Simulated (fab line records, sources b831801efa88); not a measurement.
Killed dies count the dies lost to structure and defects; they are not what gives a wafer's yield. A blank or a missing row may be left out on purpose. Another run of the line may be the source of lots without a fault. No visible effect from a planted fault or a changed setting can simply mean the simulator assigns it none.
fab line records	flow sky130	part 1 of 2: steps 1 to 31 of 42
record: lots: 5	wafers: 15	lastDay: 49
route steps=708 shown LDD_N@249 LDD_P@255 LDD_HVN@267 LDD_HVP@278 LDD_LDN@289
lots that met no fault: from a run of the same line without faults
startH: start of the lot's first displayed wafer, in hours after the record's first day	waitH: hours since the lot's step before	" same as the row above	L1.1+2: several wafers, shown together as one row	- either no value or no given start	* or withheld: withheld	< > ~ a bound
route shown NAME@n: NAME is a module with steps in the file, n the number in the route of the first one	usual: average and standard deviation across the fault-free wafers	same: alike in all rows	chamber/n: place in a boat	sites: each site's reading	_std_site: standard deviation of those values	_edge_site: mean of outer sites minus mean of inner sites	radiusMm: for every site, how far away it sits from the centre of the wafer	mask NAME#n: copy n	behind: the tool/chamber that last shaped the wafer	hold: what put the lot on hold/how long, in hours/how the hold closed	device: the transistor (n, p or np) that didn't switch	end of line: the route-end tests of the same wafers	a step with no rows: only its recipe	killed: the dies lost at the first sort to structure and to defects; this is not the yield of the wafer	map: per-die view of a wafer (x killed, . not killed, _ where there is no die)
set.NAME: the setting that was run; set.NAME@STEP: the one run at that earlier step	model.NAME: the simulator's own value behind a step, which no gauge read
a table for each step, a row for each wafer; lots at some steps of the route
services: from which hour (startH, from the record's first day; less than 0 if before it) a tool's chamber was out of use, for how many hours, and why
== steps ==
step: SKY_LDD_N_IMPLANT_12
recipe: species: BF2	energyKev: 50	doseCm2: 5e+12	tiltDeg: 30	rotationDeg: 0
lot.wafer	tool	chamber	startH	waitH
L077.3+4+6	implanter-04	0	419.90	0.1
L078.1+2+3	implanter-01	0	453.30	0.1
L083.2+3+4	implanter-01	0	492.75	0.1
L090.3+5+6	implanter-01	0	552.46	0.1
L093.1+2+6	implanter-01	0	571.46	0.1
step: SKY_LDD_N_IMPLANT_13
recipe: species: BF2	energyKev: 50	doseCm2: 5e+12	tiltDeg: 30	rotationDeg: 90
lot.wafer	tool	chamber	startH	waitH
L077.3+4+6	implanter-04	0	420.05	0.1
L078.1+2+3	implanter-01	0	453.45	0.1
L083.2+3+4	implanter-01	0	492.90	0.1
L090.3+5+6	implanter-01	0	552.61	0.1
L093.1+2+6	implanter-01	0	571.61	0.1
step: SKY_LDD_N_IMPLANT_14
recipe: species: BF2	energyKev: 50	doseCm2: 5e+12	tiltDeg: 30	rotationDeg: 180
lot.wafer	tool	chamber	startH	waitH
L077.3+4+6	implanter-04	0	420.20	0.1
L078.1+2+3	implanter-01	0	453.60	0.1
L083.2+3+4	implanter-01	0	493.05	0.1
L090.3+5+6	implanter-01	0	552.76	0.1
L093.1+2+6	implanter-01	0	571.76	0.1
step: SKY_LDD_N_IMPLANT_15
recipe: species: BF2	energyKev: 50	doseCm2: 5e+12	tiltDeg: 30	rotationDeg: 270
lot.wafer	tool	chamber	startH	waitH
L077.3+4+6	implanter-04	0	420.35	0.1
L078.1+2+3	implanter-01	0	453.75	0.1
L083.2+3+4	implanter-01	0	493.20	0.1
L090.3+5+6	implanter-01	0	552.91	0.1
L093.1+2+6	implanter-01	0	571.91	0.1
step: SKY_LDD_N_STRIP_16
recipe: chemistry: O2/N2	powerW: 1400	pressureMtorr: 1500	platenTempC: withheld	o2FlowSccm: 3000	n2FlowSccm: 300	overashFraction: 0.5
usual: chamberPressureMTorr: 1500.1/1.3	drypumpMotorCurrentA: 5.6/0.52	oesProductAu: 0.407/0.0049	stripTimeToEndpointS: 4.317/0.013
lot.wafer	tool	chamber	startH	waitH	chamberPressureMTorr	drypumpMotorCurrentA	oesProductAu	rfHoursCounterH	stripTimeToEndpointS
L077.3	plasmaAsher-03	1	420.48	0.1	1500.8	6.1	0.408	-	4.290
L077.4	"	0	"	"	1500.5	4.8	0.401	-	4.305
L077.6	"	1	"	"	1501.1	6.1	0.407	-	4.299
L078.1	plasmaAsher-03	1	453.90	0.1	1499.4	6.1	0.406	64	4.317
L078.2	"	0	"	"	1501.6	4.8	0.415	64	4.314
L078.3	"	0	"	"	1499.0	4.9	0.401	-	4.327
L083.2	plasmaAsher-03	1	493.32	0.1	1500.9	6.1	0.407	68	4.323
L083.3	"	1	"	"	1500.9	6.1	0.407	-	4.334
L083.4	"	0	"	"	1501.9	4.9	0.408	-	4.295
L090.3	plasmaAsher-01	0	553.04	0.1	1498.7	5.3	0.406	-	4.329
L090.5	"	0	"	"	1501.0	5.3	0.400	-	4.310
L090.6	"	1	"	"	1500.2	5.9	0.393	-	4.317
L093.1	plasmaAsher-04	0	572.06	0.1	1497.0	6.2	0.412	43	4.346
L093.2	"	1	"	"	1500.2	5.0	0.409	43	4.288
L093.6	"	1	"	"	1501.4	5.0	0.411	-	4.304
step: SKY_LDD_N_TW_MEAS_17
usual: LDD_N_TW: 2574/17
lot.wafer	tool	chamber	startH	waitH	LDD_N_TW
L077.3	filmMetro-03	-	420.57	0.1	2538
L077.4	"	-	"	"	2547
L077.6	"	-	"	"	2547
L078.1	filmMetro-04	-	454.00	0.1	2571
L078.2	"	-	"	"	2586
L078.3	"	-	"	"	2591
L083.2	filmMetro-01	-	493.43	0.1	2565
L083.3	"	-	"	"	2568
L083.4	"	-	"	"	2576
L090.3	filmMetro-03	-	553.13	0.1	2543
L090.5	"	-	"	"	2551
L090.6	"	-	"	"	2543
L093.1	filmMetro-04	-	572.16	0.1	2600
L093.2	"	-	"	"	2590
L093.6	"	-	"	"	2596
step: SKY_LDD_P_DEHYDRATE_00
recipe: tempC: 200	timeS: 60
lot.wafer	tool	chamber	startH	waitH
L077.3+4+6	lithoTrack-02	0	434.81	14.2
L078.1+2+3	lithoTrack-02	0	469.06	15.1
L083.2+3+4	lithoTrack-04	0	508.52	15.1
L090.3+5+6	lithoTrack-03	0	567.82	14.7
L093.1+2+6	lithoTrack-03	0	586.52	14.4
step: SKY_LDD_P_HMDS_01
recipe: primeTimeS: 60	primeTempC: 120
usual: primeTempC: 120.03/0.14
same: primeTimeS: 60
lot.wafer	tool	chamber	startH	waitH	primeTempC
L077.3	lithoTrack-02	0	434.96	0.1	119.83
L077.4	"	0	"	"	119.91
L077.6	"	0	"	"	119.92
L078.1	lithoTrack-02	0	469.21	0.1	120.09
L078.2	"	0	"	"	119.99
L078.3	"	0	"	"	119.90
L083.2	lithoTrack-04	0	508.67	0.1	120.02
L083.3	"	0	"	"	120.02
L083.4	"	0	"	"	120.07
L090.3	lithoTrack-03	0	567.97	0.1	119.97
L090.5	"	0	"	"	119.95
L090.6	"	0	"	"	120.02
L093.1	lithoTrack-03	0	586.67	0.1	120.06
L093.2	"	0	"	"	119.98
L093.6	"	0	"	"	120.15
step: SKY_LDD_P_COAT_02
recipe: resist: NOVOLAK	spinRpm: 3000	resistThkNm: 1140
usual: spinSpeedRpm: 2999.8/1.8
lot.wafer	tool	chamber	startH	waitH	spinSpeedRpm
L077.3	lithoTrack-02	0	435.11	0.1	2999.1
L077.4	"	0	"	"	3001.1
L077.6	"	0	"	"	3001.8
L078.1	lithoTrack-02	0	469.36	0.1	2997.9
L078.2	"	0	"	"	3002.3
L078.3	"	0	"	"	3000.2
L083.2	lithoTrack-04	0	508.82	0.1	3001.5
L083.3	"	0	"	"	2999.2
L083.4	"	0	"	"	3003.0
L090.3	lithoTrack-03	0	568.12	0.1	2998.3
L090.5	"	0	"	"	3000.0
L090.6	"	0	"	"	3001.6
L093.1	lithoTrack-03	0	586.82	0.1	2999.6
L093.2	"	0	"	"	3000.7
L093.6	"	0	"	"	3001.1
step: SKY_LDD_P_SOFTBAKE_03
recipe: tempC: 90	timeS: 60	resist: NOVOLAK
lot.wafer	tool	chamber	startH	waitH
L077.3+4+6	lithoTrack-02	0	435.26	0.1
L078.1+2+3	lithoTrack-02	0	469.51	0.1
L083.2+3+4	lithoTrack-04	0	508.97	0.1
L090.3+5+6	lithoTrack-03	0	568.27	0.1
L093.1+2+6	lithoTrack-03	0	586.97	0.1
step: SKY_LDD_P_EXPOSE_04
recipe: maskId: PSDM	na: 0.6	sourceShape: conventional	sigmaOuter: 0.6	polarization: unpolarized	targetCdNm: 380	doseMj: 138
usual: stageVelMmS: 499.98/0.29
same: na: 0.6
lot.wafer	tool	chamber	startH	waitH	mask	stageVelMmS
L077.3	ilineStepper-01	0	-	-	PSDM#0	499.76
L077.4	"	0	"	"	PSDM#0	499.47
L077.6	"	0	"	"	PSDM#0	499.64
L078.1	ilineStepper-01	0	-	-	PSDM#0	499.86
L078.2	"	0	"	"	PSDM#0	499.96
L078.3	"	0	"	"	PSDM#0	500.06
L083.2	ilineStepper-01	0	-	-	PSDM#0	500.05
L083.3	"	0	"	"	PSDM#0	500.25
L083.4	"	0	"	"	PSDM#0	500.25
L090.3	ilineStepper-02	0	-	-	PSDM#0	499.34
L090.5	"	0	"	"	PSDM#0	499.41
L090.6	"	0	"	"	PSDM#0	499.77
L093.1	ilineStepper-01	0	-	-	PSDM#0	499.70
L093.2	"	0	"	"	PSDM#0	499.88
L093.6	"	0	"	"	PSDM#0	499.86
step: SKY_LDD_P_PEB_05
recipe: tempC: withheld	timeS: *	resist: NOVOLAK
lot.wafer	tool	chamber	startH	waitH
L077.3+4+6	lithoTrack-02	0	-	-
L078.1+2+3	lithoTrack-04	0	-	-
L083.2+3+4	lithoTrack-02	0	-	-
L090.3+5+6	lithoTrack-04	0	-	-
L093.1+2+6	lithoTrack-03	0	-	-
step: SKY_LDD_P_DEVELOP_06
recipe: resist: NOVOLAK	developer: TMAH	developTimeS: 60	devTempC: 23
lot.wafer	tool	chamber	startH	waitH
L077.3+4+6	lithoTrack-02	0	449.96	0.1
L078.1+2+3	lithoTrack-04	0	484.29	0.1
L083.2+3+4	lithoTrack-02	0	523.74	0.1
L090.3+5+6	lithoTrack-04	0	582.64	0.1
L093.1+2+6	lithoTrack-03	0	601.82	0.1
step: SKY_LDD_P_CD_MEAS_07
recipe: targetCdNm: 380
usual: cdNm: 378.9/2.7
lot.wafer	tool	chamber	startH	waitH	cdNm
L077.3	cdSem-01	-	450.10	0.1	383.4
L077.4	"	-	"	"	381.7
L077.6	"	-	"	"	383.7
L078.1	cdSem-01	-	484.44	0.1	376.0
L078.2	"	-	"	"	377.7
L078.3	"	-	"	"	377.7
L083.2	cdSem-01	-	523.88	0.1	379.4
L083.3	"	-	"	"	379.1
L083.4	"	-	"	"	380.1
L090.3	cdSem-02	-	582.78	0.1	374.6
L090.5	"	-	"	"	379.1
L090.6	"	-	"	"	375.8
L093.1	cdSem-01	-	601.97	0.1	380.2
L093.2	"	-	"	"	380.0
L093.6	"	-	"	"	378.9
step: SKY_LDD_P_OVL_MEAS_08
usual: LDD_P_OVL: -0.3/1.3
lot.wafer	tool	chamber	startH	waitH	LDD_P_OVL[nm]
L077.3	overlay-02	-	450.19	0.1	-1.7
L077.4	"	-	"	"	0.3
L077.6	"	-	"	"	0.2
L078.1	overlay-02	-	484.56	0.1	1.1
L078.2	"	-	"	"	-1.2
L078.3	"	-	"	"	-0.9
L083.2	overlay-01	-	523.99	0.1	-0.9
L083.3	"	-	"	"	-0.4
L083.4	"	-	"	"	0.4
L090.3	overlay-01	-	582.87	0.1	0.2
L090.5	"	-	"	"	0.0
L090.6	"	-	"	"	1.5
L093.1	overlay-02	-	602.09	0.1	-1.8
L093.2	"	-	"	"	0.8
L093.6	"	-	"	"	0.5
step: SKY_LDD_P_IMPLANT_09
recipe: species: BF2	energyKev: 25	doseCm2: 1e+13	tiltDeg: withheld
lot.wafer	tool	chamber	startH	waitH
L077.3+4+6	implanter-02	0	450.27	0.1
L078.1+2+3	implanter-02	0	484.60	0.0
L083.2+3+4	implanter-03	0	524.04	0.0
L090.3+5+6	implanter-02	0	582.95	0.1
L093.1+2+6	implanter-03	0	602.13	0.0
step: SKY_LDD_P_STRIP_10
recipe: chemistry: O2/N2	powerW: 1400	pressureMtorr: 1500	platenTempC: withheld	o2FlowSccm: 3000	n2FlowSccm: 300	overashFraction: 0.5
usual: chamberPressureMTorr: 1500.0/1.5	drypumpMotorCurrentA: 5.7/0.35	oesProductAu: 0.715/0.0048	stripTimeToEndpointS: 14.20/0.034
lot.wafer	tool	chamber	startH	waitH	chamberPressureMTorr	drypumpMotorCurrentA	oesProductAu	rfHoursCounterH	stripTimeToEndpointS
L077.3	plasmaAsher-02	1	450.40	0.1	1499.3	5.9	0.716	-	14.21
L077.4	"	0	"	"	1500.9	5.8	0.721	-	14.21
L077.6	"	1	"	"	1498.0	5.9	0.715	-	14.22
L078.1	plasmaAsher-01	0	484.75	0.1	1499.2	5.3	0.713	79	14.16
L078.2	"	1	"	"	1500.8	5.9	0.721	79	14.18
L078.3	"	1	"	"	1498.9	5.9	0.719	-	14.17
L083.2	plasmaAsher-02	0	524.17	0.1	1503.2	5.8	0.714	9	14.22
L083.3	"	0	"	"	1500.9	5.8	0.717	-	14.22
L083.4	"	1	"	"	1497.5	5.9	0.716	-	14.21
L090.3	plasmaAsher-01	1	583.08	0.1	1498.0	6.0	0.711	-	14.12
L090.5	"	0	"	"	1499.6	5.3	0.725	-	14.19
L090.6	"	1	"	"	1498.0	5.9	0.711	-	14.15
L093.1	plasmaAsher-01	0	602.28	0.1	1498.8	5.3	0.718	92	14.19
L093.2	"	1	"	"	1501.3	5.9	0.712	92	14.20
L093.6	"	1	"	"	1500.5	5.9	0.715	-	14.22
step: SKY_LDD_P_TW_MEAS_11
usual: LDD_P_TW: 631/3.6
lot.wafer	tool	chamber	startH	waitH	LDD_P_TW
L077.3	filmMetro-02	-	450.49	0.1	634
L077.4	"	-	"	"	631
L077.6	"	-	"	"	633
L078.1	filmMetro-03	-	484.85	0.1	627
L078.2	"	-	"	"	623
L078.3	"	-	"	"	624
L083.2	filmMetro-04	-	524.28	0.1	631
L083.3	"	-	"	"	633
L083.4	"	-	"	"	634
L090.3	filmMetro-03	-	583.17	0.1	624
L090.5	"	-	"	"	626
L090.6	"	-	"	"	624
L093.1	filmMetro-02	-	602.38	0.1	634
L093.2	"	-	"	"	634
L093.6	"	-	"	"	634
step: SKY_LDD_HVN_DEHYDRATE_00
recipe: tempC: 200	timeS: 60
lot.wafer	tool	chamber	startH	waitH
L077.3+4+6	lithoTrack-04	0	466.29	15.8
L078.1+2+3	lithoTrack-03	0	499.68	14.8
L083.2+3+4	lithoTrack-01	0	538.66	14.4
L090.3+5+6	lithoTrack-01	0	597.64	14.5
L093.1+2+6	lithoTrack-03	0	615.97	13.6
step: SKY_LDD_HVN_HMDS_01
recipe: primeTimeS: 60	primeTempC: 120
usual: primeTempC: 120.00/0.13
same: primeTimeS: 60
lot.wafer	tool	chamber	startH	waitH	primeTempC
L077.3	lithoTrack-04	0	466.44	0.1	119.97
L077.4	"	0	"	"	120.11
L077.6	"	0	"	"	120.00
L078.1	lithoTrack-03	0	499.83	0.1	120.12
L078.2	"	0	"	"	120.09
L078.3	"	0	"	"	120.34
L083.2	lithoTrack-01	0	538.81	0.1	120.01
L083.3	"	0	"	"	120.02
L083.4	"	0	"	"	120.04
L090.3	lithoTrack-01	0	597.79	0.1	120.10
L090.5	"	0	"	"	120.02
L090.6	"	0	"	"	120.28
L093.1	lithoTrack-03	0	616.12	0.1	120.01
L093.2	"	0	"	"	119.95
L093.6	"	0	"	"	119.83
step: SKY_LDD_HVN_COAT_02
recipe: resist: NOVOLAK	spinRpm: 3000	resistThkNm: 300
usual: spinSpeedRpm: 3000.1/1.8
lot.wafer	tool	chamber	startH	waitH	spinSpeedRpm
L077.3	lithoTrack-04	0	466.59	0.1	3003.9
L077.4	"	0	"	"	2998.6
L077.6	"	0	"	"	2998.6
L078.1	lithoTrack-03	0	499.98	0.1	2997.4
L078.2	"	0	"	"	2998.3
L078.3	"	0	"	"	2998.5
L083.2	lithoTrack-01	0	538.96	0.1	3002.5
L083.3	"	0	"	"	2999.6
L083.4	"	0	"	"	2999.5
L090.3	lithoTrack-01	0	597.94	0.1	2999.3
L090.5	"	0	"	"	2999.7
L090.6	"	0	"	"	2999.8
L093.1	lithoTrack-03	0	616.27	0.1	3002.8
L093.2	"	0	"	"	2999.5
L093.6	"	0	"	"	3000.1
step: SKY_LDD_HVN_SOFTBAKE_03
recipe: tempC: 90	timeS: 60	resist: NOVOLAK
lot.wafer	tool	chamber	startH	waitH
L077.3+4+6	lithoTrack-04	0	466.74	0.1
L078.1+2+3	lithoTrack-03	0	500.13	0.1
L083.2+3+4	lithoTrack-01	0	539.11	0.1
L090.3+5+6	lithoTrack-01	0	598.09	0.1
L093.1+2+6	lithoTrack-03	0	616.42	0.1
step: SKY_LDD_HVN_EXPOSE_04
recipe: maskId: HVNTM	na: 0.6	sourceShape: conventional	sigmaOuter: 0.6	polarization: unpolarized	targetCdNm: 700	doseMj: 127
usual: stageVelMmS: 500.01/0.24
same: na: 0.6
lot.wafer	tool	chamber	startH	waitH	mask	stageVelMmS
L077.3	ilineStepper-02	0	-	-	HVNTM#0	500.73
L077.4	"	0	"	"	HVNTM#0	500.11
L077.6	"	0	"	"	HVNTM#0	499.97
L078.1	ilineStepper-01	0	-	-	HVNTM#0	499.64
L078.2	"	0	"	"	HVNTM#0	499.77
L078.3	"	0	"	"	HVNTM#0	499.56
L083.2	ilineStepper-02	0	-	-	HVNTM#0	499.89
L083.3	"	0	"	"	HVNTM#0	500.01
L083.4	"	0	"	"	HVNTM#0	499.97
L090.3	ilineStepper-02	0	-	-	HVNTM#0	499.98
L090.5	"	0	"	"	HVNTM#0	500.24
L090.6	"	0	"	"	HVNTM#0	499.87
L093.1	ilineStepper-01	0	-	-	HVNTM#0	499.81
L093.2	"	0	"	"	HVNTM#0	500.00
L093.6	"	0	"	"	HVNTM#0	499.78
step: SKY_LDD_HVN_PEB_05
recipe: tempC: withheld	timeS: *	resist: NOVOLAK
lot.wafer	tool	chamber	startH	waitH
L077.3+4+6	lithoTrack-03	0	-	-
L078.1+2+3	lithoTrack-03	0	-	-
L083.2+3+4	lithoTrack-04	0	-	-
L090.3+5+6	lithoTrack-03	0	-	-
L093.1+2+6	lithoTrack-01	0	-	-
step: SKY_LDD_HVN_DEVELOP_06
recipe: resist: NOVOLAK	developer: TMAH	developTimeS: 60	devTempC: 23
lot.wafer	tool	chamber	startH	waitH
L077.3+4+6	lithoTrack-03	0	481.53	0.1
L078.1+2+3	lithoTrack-03	0	514.58	0.1
L083.2+3+4	lithoTrack-04	0	553.62	0.1
L090.3+5+6	lithoTrack-03	0	612.32	0.1
L093.1+2+6	lithoTrack-01	0	630.49	0.1
step: SKY_LDD_HVN_OVL_MEAS_07
usual: LDD_HVN_OVL: 0.1/1.3
lot.wafer	tool	chamber	startH	waitH	LDD_HVN_OVL[nm]
L077.3	overlay-02	-	481.64	0.1	0.9
L077.4	"	-	"	"	0.4
L077.6	"	-	"	"	0.4
L078.1	overlay-02	-	514.73	0.1	0.6
L078.2	"	-	"	"	1.1
L078.3	"	-	"	"	0.7
L083.2	overlay-02	-	553.75	0.1	-0.9
L083.3	"	-	"	"	-0.8
L083.4	"	-	"	"	-1.2
L090.3	overlay-02	-	612.44	0.1	-0.2
L090.5	"	-	"	"	2.1
L090.6	"	-	"	"	-1.0
L093.1	overlay-01	-	630.64	0.1	0.1
L093.2	"	-	"	"	0.6
L093.6	"	-	"	"	1.3
step: SKY_LDD_HVN_IMPLANT_08
recipe: species: P	energyKev: 60	doseCm2: 3e+13	tiltDeg: 40
lot.wafer	tool	chamber	startH	waitH
L077.3+4+6	implanter-02	0	481.71	0.1
L078.1+2+3	implanter-01	0	514.76	0.0
L083.2+3+4	implanter-01	0	553.80	0.0
L090.3+5+6	implanter-02	0	612.51	0.1
L093.1+2+6	implanter-02	0	630.67	0.0
step: SKY_LDD_HVN_STRIP_09
recipe: chemistry: O2/N2	powerW: 1400	pressureMtorr: 1500	platenTempC: withheld	o2FlowSccm: 3000	n2FlowSccm: 300	overashFraction: 0.5
usual: chamberPressureMTorr: 1499.9/1.6	drypumpMotorCurrentA: 5.6/0.53	oesProductAu: 0.409/0.0044	stripTimeToEndpointS: 4.133/0.016
lot.wafer	tool	chamber	startH	waitH	chamberPressureMTorr	drypumpMotorCurrentA	oesProductAu	rfHoursCounterH	stripTimeToEndpointS
L077.3	plasmaAsher-02	0	481.84	0.1	1499.8	5.8	0.403	-	4.160
L077.4	"	1	"	"	1500.2	5.9	0.403	-	4.145
L077.6	"	0	"	"	1500.8	5.8	0.413	-	4.153
L078.1	plasmaAsher-02	0	514.91	0.1	1497.1	5.8	0.413	8	4.146
L078.2	"	1	"	"	1498.4	5.9	0.395	8	4.162
L078.3	"	1	"	"	1502.4	5.9	0.415	-	4.154
L083.2	plasmaAsher-03	0	553.93	0.1	1501.3	4.8	0.409	75	4.141
L083.3	"	1	"	"	1501.7	6.1	0.406	-	4.149
L083.4	"	0	"	"	1499.1	4.8	0.415	-	4.136
L090.3	plasmaAsher-02	0	612.64	0.1	1498.8	5.8	0.413	-	4.151
L090.5	"	0	"	"	1503.3	5.8	0.412	-	4.135
L090.6	"	1	"	"	1500.3	5.9	0.408	-	4.139
L093.1	plasmaAsher-04	0	630.82	0.1	1499.9	6.2	0.407	49	4.120
L093.2	"	1	"	"	1500.6	5.0	0.413	49	4.125
L093.6	"	1	"	"	1499.0	5.0	0.402	-	4.117
step: SKY_LDD_HVN_TW_MEAS_10
usual: LDD_HVN_TW: 1435/6.6
lot.wafer	tool	chamber	startH	waitH	LDD_HVN_TW
L077.3	filmMetro-01	-	481.93	0.1	1427
L077.4	"	-	"	"	1434
L077.6	"	-	"	"	1421
L078.1	filmMetro-04	-	515.01	0.1	1437
L078.2	"	-	"	"	1426
L078.3	"	-	"	"	1430
L083.2	filmMetro-02	-	554.04	0.1	1436
L083.3	"	-	"	"	1438
L083.4	"	-	"	"	1438
L090.3	filmMetro-02	-	612.73	0.1	1427
L090.5	"	-	"	"	1430
L090.6	"	-	"	"	1435
L093.1	filmMetro-04	-	630.92	0.1	1440
L093.2	"	-	"	"	1448
L093.6	"	-	"	"	1450
step: SKY_LDD_HVP_DEHYDRATE_00
recipe: tempC: 200	timeS: 60
lot.wafer	tool	chamber	startH	waitH
L077.3+4+6	lithoTrack-01	0	496.99	15.0
L078.1+2+3	lithoTrack-04	0	529.99	15.0
L083.2+3+4	lithoTrack-04	0	569.02	15.0
L090.3+5+6	lithoTrack-02	0	626.71	14.0
L093.1+2+6	lithoTrack-04	0	645.14	14.2
step: SKY_LDD_HVP_HMDS_01
recipe: primeTimeS: 60	primeTempC: 120
usual: primeTempC: 120.00/0.14
same: primeTimeS: 60
lot.wafer	tool	chamber	startH	waitH	primeTempC
L077.3	lithoTrack-01	0	497.14	0.1	119.77
L077.4	"	0	"	"	119.99
L077.6	"	0	"	"	119.91
L078.1	lithoTrack-04	0	530.14	0.1	120.05
L078.2	"	0	"	"	119.99
L078.3	"	0	"	"	120.09
L083.2	lithoTrack-04	0	569.17	0.1	120.00
L083.3	"	0	"	"	119.73
L083.4	"	0	"	"	119.85
L090.3	lithoTrack-02	0	626.86	0.1	120.08
L090.5	"	0	"	"	120.01
L090.6	"	0	"	"	120.23
L093.1	lithoTrack-04	0	645.29	0.1	120.09
L093.2	"	0	"	"	120.31
L093.6	"	0	"	"	120.09
